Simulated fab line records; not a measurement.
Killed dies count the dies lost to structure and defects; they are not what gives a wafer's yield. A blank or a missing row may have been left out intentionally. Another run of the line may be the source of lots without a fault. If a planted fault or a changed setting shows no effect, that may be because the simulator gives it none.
A lot that was struck, set against a sound lot + flow sky130 + 14 steps out of a route of 708
Sound: wafers L919.2, L919.4, L919.6. The struck wafers were L931.1, L931.3, L931.4. The cause is given at the end.
For every step that has rows: the tool of each side, followed by ch and its chambers, followed by its first start. Under that, the readings that differ: sound wafers + struck wafers + difference of the means + sigmas: that difference in standard deviations of wafers without a fault.
alike: a reading whose means differ by less than 2 such deviations, as well as words and numbers matching on both sides. not compared: withheld readings; readings where some wafer has no value; bounds like >300 that might hide an equal value; numbers whose values overlap and for which the record gives no deviation.
A row with sigmas, a row that says differs or no value, or rows on one side alone: a step with any of these is where the two part. When numbers do not overlap yet have no deviation, they are printed without sigmas and do not part them. A reading that every wafer of one side lacks parts them only if that side has two wafers or more.

first, 2 steps without rows for these wafers: SKY_VT_ADJUST_LVTN_PEB_05; SKY_VT_ADJUST_LVTN_DEVELOP_06 (develop time 60 s).
SKY_VT_ADJUST_LVTN_OVL_MEAS_07:
  sound: overlay-01 at day 7 11:51; struck: overlay-01 at day 10 07:40
  alike: VT_ADJUST_LVTN_OVL
after that, 1 step had no rows for these wafers: SKY_VT_ADJUST_LVTN_IMPLANT_08.
SKY_VT_ADJUST_LVTN_STRIP_09: strips in O2/N2.
  sound on plasma asher-02 ch 0,1, day 7 12:02; struck on plasma asher-04 ch 0,1, day 10 07:52
  alike: drypump motor current A, o2 flow sccm, oes product au, strip time to endpoint s
  not compared: rf hours counter h
SKY_VT_ADJUST_LVTN_TW_MEAS_10:
  sound: film metro-01 at day 7 12:08; struck: film metro-01 at day 10 07:58
  alike: VT_ADJUST_LVTN_TW
then, 6 steps without rows for these wafers: SKY_VT_ADJUST_LVTN_DEHYDRATE_11 (time 60 s); SKY_VT_ADJUST_LVTN_HMDS_12 (prime time 60 s); SKY_VT_ADJUST_LVTN_COAT_13 (resist thk 1140 nm); SKY_VT_ADJUST_LVTN_SOFTBAKE_14 (time 60 s); SKY_VT_ADJUST_LVTN_EXPOSE_15 (exposes mask HVN STD DERIVED, target cd 600 nm); SKY_VT_ADJUST_LVTN_PEB_16.
SKY_VT_ADJUST_LVTN_DEVELOP_17: develop time 60 s.
  struck on litho track-01, day 11 06:29; sound on litho track-04 ch 0, day 8 07:52
  no value came back on the struck wafers for chill plate temp C (C), develop time s (s); on the sound wafers chill plate temp C (C) reads 22.96 22.85 22.87
SKY_VT_ADJUST_LVTN_OVL_MEAS_18:
  sound: overlay-01 at day 8 08:00; struck: overlay-02 at day 11 06:38
| reading                    | sound       | struck | difference                    | sigmas |
|----------------------------|-------------|--------|-------------------------------|--------|
| VT_ADJUST_LVTN_01_OVL (nm) | 2.5 1.3 1.9 | - - -  | no value on the struck wafers |        |

== WHERE THEY PART ==
Earliest at SKY_VT_ADJUST_LVTN_DEVELOP_17; latest, in this record, at SKY_VT_ADJUST_LVTN_OVL_MEAS_18.

WHY: whatever the simulator had introduced
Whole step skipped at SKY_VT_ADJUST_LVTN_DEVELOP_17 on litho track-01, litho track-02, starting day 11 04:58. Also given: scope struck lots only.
